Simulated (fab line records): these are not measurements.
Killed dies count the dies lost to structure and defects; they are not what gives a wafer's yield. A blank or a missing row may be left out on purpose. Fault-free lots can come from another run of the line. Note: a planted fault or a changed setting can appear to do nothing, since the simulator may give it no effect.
Chamber matching + flow sky130 + SKY_VIA2_CMP_02 on cmp-02 has 4 sister chambers
The step polishes SiO2. 16 wafers are shown with their chamber, then 8 later ones without.

WAFERS WITH THEIR CHAMBER
| wafer  | chamber | motor_current_A (A) |
|--------|---------|---------------------|
| L225.1 | 2       | 10.3                |
| L225.4 | 0       | 9.8                 |
| L225.5 | 0       | 9.9                 |
| L226.3 | 0       | 10.0                |
| L226.5 | 0       | 10.0                |
| L226.6 | 1       | 12.3                |
| L230.2 | 0       | 10.5                |
| L230.5 | 3       | 13.1                |
| L230.6 | 0       | 10.0                |
| L231.1 | 0       | 9.4                 |
| L231.2 | 3       | 15.0                |
| L231.6 | 3       | 13.5                |
| L235.2 | 1       | 11.7                |
| L235.4 | 2       | 10.4                |
| L235.6 | 0       | 10.6                |
| L240.1 | 0       | 9.8                 |

SIGNATURES, as means of the wafers listed above
| reading         | chamber 0 | chamber 1 | chamber 2 | chamber 3 | scatter within a chamber |
|-----------------|-----------|-----------|-----------|-----------|--------------------------|
| motor_current_A | 10.000    | 12.000    | 10.350    | 13.867    | 0.521                    |
Rule: a wafer lies at a distance from a chamber equal to the root of the sum of squares, over the readings, of (its reading less the chamber's mean, divided by the reading's scatter). The wafer belongs to the nearest chamber; if the next one is less than 2 further off, it can't be placed. The scatter: take each reading less its chamber's mean, square it, sum over the shown wafers, divide by the number of wafers less the number of chambers, and take the root.

WAFERS MISSING THEIR CHAMBER
| wafer  | motor_current_A (A) |
|--------|---------------------|
| L240.4 | 14.4                |
| L240.6 | 10.4                |
| L244.1 | 13.9                |
| L244.4 | 12.0                |
| L244.6 | 12.3                |
| L245.3 | 14.3                |
| L245.5 | 13.7                |
| L245.6 | 10.3                |

EACH ONE'S CHAMBER
| wafer  | from the rows above     | in truth |
|--------|-------------------------|----------|
| L240.4 | 3                       | 3        |
| L240.6 | can't be placed: 2 or 0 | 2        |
| L244.1 | 3                       | 3        |
| L244.4 | 1                       | 1        |
| L244.6 | 1                       | 1        |
| L245.3 | 3                       | 3        |
| L245.5 | 3                       | 3        |
| L245.6 | can't be placed: 2 or 0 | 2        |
Correct placement for 6 of the 8. Cannot be placed on the basis of these rows: 2; the candidates contain the true chamber in 2. Number placed wrongly: 0.
